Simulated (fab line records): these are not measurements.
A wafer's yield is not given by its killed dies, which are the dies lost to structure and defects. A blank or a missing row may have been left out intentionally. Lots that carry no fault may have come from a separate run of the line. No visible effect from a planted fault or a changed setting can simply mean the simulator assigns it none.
Comparing a struck lot with a sound one	flow sky130	26 out of 708 route steps
Sound: these wafers, L382.2, L382.4, L382.6. Struck: wafer L387.4 (left out: L387.1, a lot-mate that was not struck); the cause follows at the end.
At each step with rows: each side's tool, then ch and its chambers, then its first start. Under that, the readings that differ: sound wafers	struck wafers	difference of the means	sigmas: that difference in standard deviations of wafers without a fault.
alike: readings whose means differ by less than 2 such deviations, and words and numbers that are the same on both sides. not compared: withheld readings, readings that some wafer has no value for, bounds like >300 that may hide the same value, and numbers for which the record gives no deviation and whose values overlap.
Wherever a step has rows on one side only, a row that says differs or no value, or a row with sigmas, the two part there. Non-overlapping numbers with no deviation appear without sigmas and do not part them. A reading missing from all wafers of one side parts the sides only when that side holds two or more wafers.

first, 8 steps without rows for these wafers: SKY_FIELD_ISO_DEHYDRATE_05 (time 60 s); SKY_FIELD_ISO_HMDS_06 (prime time 60 s); SKY_FIELD_ISO_COAT_07 (resist thk 60 nm); SKY_FIELD_ISO_COAT_08 (resist thk 450 nm); SKY_FIELD_ISO_SOFTBAKE_09 (time 90 s); SKY_FIELD_ISO_EXPOSE_10 (exposes mask FOM, target cd 150 nm); SKY_FIELD_ISO_PEB_11; SKY_FIELD_ISO_DEVELOP_12 (develop time 60 s).
SKY_FIELD_ISO_CD_MEAS_13: the cd target is 150 nm.
  struck on cdSem-02, day 3 17:55; sound on cdSem-02, day 2 18:55
  alike: cdNm
SKY_FIELD_ISO_ETCH_14: etches BARC in N2/H2, stops on SiO2, time 45.9 s, target depth 60 nm.
  sound on rieDiel-04 ch 0,2,3, day 2 19:01; struck on rieDiel-04 ch 2, day 3 18:02
reading	sound	struck	difference	sigmas
throttleValvePct (%)	13.224 13.206 13.214	13.235	+0.020	+2
  alike: biasW, drypumpMotorCurrentA, oesProductAu
  not compared: rfHoursCounterH
SKY_FIELD_ISO_ETCH_15: etches the open film in CHF3/O2, stops on Si, target depth 180 nm, time 72 s.
  sound on rieDiel-04 ch 0,2,3, day 2 19:04; struck on rieDiel-04 ch 2, day 3 18:05
  alike: biasW, drypumpMotorCurrentA, oesProductAu, throttleValvePct
  not compared: rfHoursCounterH
SKY_FIELD_ISO_STRIP_16: strips in O2/N2.
  sound on plasmaAsher-04 ch 0,1, day 2 19:07; struck on plasmaAsher-02 ch 1, day 3 18:08
reading	sound	struck	difference	sigmas
drypumpMotorCurrentA (A)	6.1 6.4 6.4	5.1	-1.2	-3
  alike: oesProductAu, stripTimeToEndpointS
  not compared: rfHoursCounterH
SKY_FIELD_ISO_ETCH_17: etches Si in HBr/Cl2/O2, target depth 342 nm, time 97.7 s.
  sound on rieSi-01 ch 0,3, day 2 19:13; struck on rieSi-01 ch 0, day 3 18:14
reading	sound	struck	difference	sigmas
oesProductAu (a.u.)	0.992 0.999 1.002	0.880	-0.118	-12
throttleValvePct (%)	25.660 25.668 25.657	25.739	+0.077	+8
model.FIELD_ISO.featureDepthNm (nm)	337.6 339.8 340.3	279.3	-59.9	
model.etch.depthNm (nm)	337.6 339.8 340.3	279.3	-59.9	
  alike: biasW, drypumpMotorCurrentA, heBacksideLeakSccm
  not compared: rfHoursCounterH, model.Si3N4_of_FIELD_ISO_CVD_03.thkNm
then, 5 steps without rows for these wafers: SKY_FIELD_ISO_WET_ETCH_18 (etches Si3N4 in H3PO4, target depth 25 nm, time 286 s); SKY_FIELD_ISO_CLEAN_19 (cleans in SC1/SC2, time 150 s); SKY_FIELD_ISO_CLEAN_20 (cleans in dHF, time 20 s); SKY_FIELD_ISO_WET_ETCH_21 (etches SiO2 in dHF, target depth 20 nm, time 400 s); SKY_FIELD_ISO_OXIDATION_22 (stabilise 600 s, purge 300 s, target thk 10 nm).
SKY_FIELD_ISO_THK_MEAS_23:
  struck on filmMetro-01, day 3 20:43; sound on filmMetro-03, day 2 21:48
  alike: FIELD_ISO_OXIDATION_01_THK
then, 1 step without rows for these wafers: SKY_FIELD_ISO_CVD_24 (deposits SiO2, target thk 595 nm, time 99.2 s).
SKY_FIELD_ISO_THK_MEAS_25:
  struck on filmMetro-01, day 3 20:50; sound on filmMetro-01, day 2 21:56
  alike: FIELD_ISO_CVD_24_THK
then, 1 step without rows for these wafers: SKY_FIELD_ISO_ANNEAL_26 (time 1800 s).
SKY_FIELD_ISO_CMP_27: polishes, stops on Si3N4, t overpolish 16 s, target thk 457.8 nm.
  sound on cmp-02 ch 1,3, day 3 00:51; struck on cmp-02 ch 1, day 3 22:28
  alike: motorCurrentA, overpolishRunS, timeToEndpointS
SKY_FIELD_ISO_WET_ETCH_28: etches SiO2 in dHF, target depth 23.7 nm, time 47 s.
  sound on wetBench-03 ch 1, day 3 01:06; struck on wetBench-03 ch 1, day 3 22:43
reading	sound	struck	difference	sigmas
model.Si3N4_of_FIELD_ISO_CVD_03.thkNm (nm)	122.6 123.7 123.3	122.3	-0.9	
then, 1 step without rows for these wafers: SKY_FIELD_ISO_WET_ETCH_29 (etches Si3N4 in H3PO4, target depth 160 nm, time 1825 s).
-- a jump in the record: the struck wafers' starts before and after are 44 days apart (it breaks off in module FIELD_ISO and resumes in module PAD_OPEN, where the first step shown is number 708 of the route) --
SKY_PAD_OPEN_PROBE_99:
  struck on prober-02, day 48 08:34; sound on prober-02, day 47 19:51
reading	sound	struck	difference	sigmas
killed_at_M0_to_M3	46 45 39	58	+15	+2
killedAtOther	0 0 0	1	+1	+2
model.etest.res_p_drift_20v.lineOhmUm	1.133e+04 1.16e+04 1.167e+04	8814	-2719	
model.etest.res_p_drift_20v.rsOhmSq	9569 9790 9778	7386	-2326	
model.etest.pfet_16v.rOnOhmUm	1.545e+04 1.553e+04 1.546e+04	1.336e+04	-2.120e+03	
model.etest.resIsoPwell.rsOhmSq	3064 3097 3117	2254	-839	
model.etest.resIsoPwell.lineOhmUm	1144 1182 1179	842.3	-326.0	
model.etest.resNwell.lineOhmUm	1194 1212 1208	981.7	-223.0	
model.etest.resNwell.rsOhmSq	1006 1014 1020	799.4	-213.9	
model.etest.capPolyToWell.cAfUm2	89.63 91.39 89.85	106.5	+16.2	
  alike: killed_at_M4_up, killedAtContacts, killedAtFrontEnd, killedDies, killedOpen, killedShort

## WHERE THEY PART
Last at SKY_PAD_OPEN_PROBE_99 as far as this record goes, first at SKY_FIELD_ISO_ETCH_14.

WHY: what had been put in by the simulator
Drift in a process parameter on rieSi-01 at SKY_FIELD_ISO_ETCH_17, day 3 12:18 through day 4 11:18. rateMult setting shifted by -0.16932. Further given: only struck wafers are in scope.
